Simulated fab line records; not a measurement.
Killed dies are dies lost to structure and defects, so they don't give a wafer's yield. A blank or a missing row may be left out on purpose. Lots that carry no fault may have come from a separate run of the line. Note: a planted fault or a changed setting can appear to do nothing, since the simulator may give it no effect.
Comparing a struck lot with a sound one ; flow gf180mcu ; 16 out of 602 route steps
Sound: the wafers L284.2, L284.3, L284.4. Wafers L295.1, L295.4, L295.6 were the ones struck. Last of all comes the cause.
At each step with rows: each side's tool, then ch and its chambers, then its first start. Under that, the readings that differ: sound wafers ; struck wafers ; difference of the means ; sigmas: that difference in standard deviations of wafers without a fault.
alike: readings whose means differ by less than 2 such deviations, and words and numbers that are the same on both sides. not compared: withheld readings, readings that some wafer has no value for, bounds like >300 that may hide the same value, and numbers for which the record gives no deviation and whose values overlap.
The two part at a step that has a row with sigmas, a row that says differs or no value, or rows on one side only. Non-overlapping numbers with no deviation appear without sigmas and do not part them. A reading missing from all wafers of one side parts the sides only when that side holds two or more wafers.

GF_STI_THK_MEAS_02:
  sound on filmMetro-04, day 1 16:31; struck on filmMetro-03, day 3 23:31
  alike: STI_OXIDATION_THK
then, 1 step without rows for these wafers: GF_STI_CVD_03 (deposits Si3N4 from DCS/NH3, target thk 207.16 nm, time 3551 s).
GF_STI_THK_MEAS_04:
  sound on filmMetro-04, day 1 18:34; struck on filmMetro-02, day 4 01:34
reading;sound;struck;difference;sigmas
STI_CVD_03_THK (nm);202.7 202.8 203.4;209.3 209.0 209.3;+6.2;+3
then, 7 steps without rows for these wafers: GF_STI_DEHYDRATE_05 (time 60 s); GF_STI_HMDS_06 (prime time 60 s); GF_STI_COAT_07 (resist thk 700 nm); GF_STI_SOFTBAKE_08 (time 60 s); GF_STI_EXPOSE_09 (exposes mask COMP, target cd 220 nm); GF_STI_PEB_10 (peb time 90 s); GF_STI_DEVELOP_11 (develop time 60 s).
GF_STI_CD_MEAS_12: the cd target is 220 nm.
  sound on cdSem-01, day 2 06:34; struck on cdSem-02, day 4 14:31
reading;sound;struck;difference;sigmas
cdNm (nm);221.9 223.6 221.5;218.6 219.5 219.5;-3.1;-2
GF_STI_ETCH_13: etches the open film in CHF3/O2, stops on Si, target depth 282.31 nm, time 115.9 s.
  sound on rieDiel-01 ch 0,1,2, day 2 06:40; struck on rieDiel-03 ch 1,2,3, day 4 14:38
  alike: drypumpMotorCurrentA, oesProductAu, runLengthS, throttleValvePct
  not compared: rfHoursCounterH
GF_STI_ETCH_14: etches Si in HBr/Cl2/O2, target depth 360 nm, time 102.9 s.
  sound on rieSi-01 ch 0,1,2, day 2 06:44; struck on rieSi-01 ch 0,1,2, day 4 14:43
reading;sound;struck;difference;sigmas
biasW (W);150.1 149.6 149.2;- - -;no value on the struck wafers;
runLengthS (s);132.2 131.8 131.3;90.8 90.7 90.5;-41.1;-91
model.etch.depthNm (nm);363.7 356.2 357.3;219.9 219.3 216;-140.7;
model.STI.featureDepthNm (nm);363.7 356.2 357.3;219.9 219.3 216;-140.7;
model.KrF_of_STI_COAT_07.thkNm (nm);313.9 317.9 315.1;365.3 358.9 363;+46.8;
  alike: drypumpMotorCurrentA, oesProductAu, throttleValvePct
  not compared: rfHoursCounterH
GF_STI_STRIP_15: strips in O2/N2.
  sound on plasmaAsher-02 ch 0,1, day 2 06:49; struck on plasmaAsher-03 ch 1, day 4 14:47
reading;sound;struck;difference;sigmas
oesProductAu (a.u.);0.384 0.375 0.384;0.395 0.399 0.400;+0.017;+3
stripTimeToEndpointS (s);3.66 3.70 3.67;4.20 4.13 4.18;+0.49;+11
  alike: drypumpMotorCurrentA, heaterPowerW, n2FlowSccm
  not compared: rfHoursCounterH
then, 1 step without rows for these wafers: GF_STI_CLEAN_16 (cleans in dHF, time 25 s).
-- the record jumps here: 28 days lie between the struck wafers' starts before and after (it left off in module STI and takes up again in module PASSIVATION, whose first step shown is number 602 of the route) --
GF_PASSIVATION_PROBE_99:
  sound on prober-02, day 29 09:17; struck on prober-02, day 32 16:19
reading;sound;struck;difference;sigmas
model.etest.ldpmos_10p0.rOnOhmUm;1.117e+04 1.121e+04 1.103e+04;1.028e+04 1.017e+04 1.007e+04;-9.633e+02;
model.etest.pwellInDnwell.lineOhmUm;3947 3798 3854;3038 2966 3016;-860;
model.etest.pwellInDnwell.rsOhmSq;2378 2310 2349;1838 1845 1845;-503;
model.etest.pDrift.rsOhmSq;2340 2283 2300;1889 1896 1883;-418;
model.etest.ldnmos_10p0.rOnOhmUm;3798 3756 3734;3213 3223 3205;-549;
model.etest.nDrift.rsOhmSq;1161 1120 1132;855.4 858.9 857.9;-280.3;
model.etest.nwell.lineOhmUm;1131 1112 1127;936.3 939.9 932.1;-187.2;
model.etest.nwell.rsOhmSq;983 961.1 969.8;794.4 799.5 801;-173.0;

## WHERE THEY PART
At GF_STI_THK_MEAS_04 first; at GF_STI_STRIP_15 last (within this record only).

WHY: the cause the simulator had injected
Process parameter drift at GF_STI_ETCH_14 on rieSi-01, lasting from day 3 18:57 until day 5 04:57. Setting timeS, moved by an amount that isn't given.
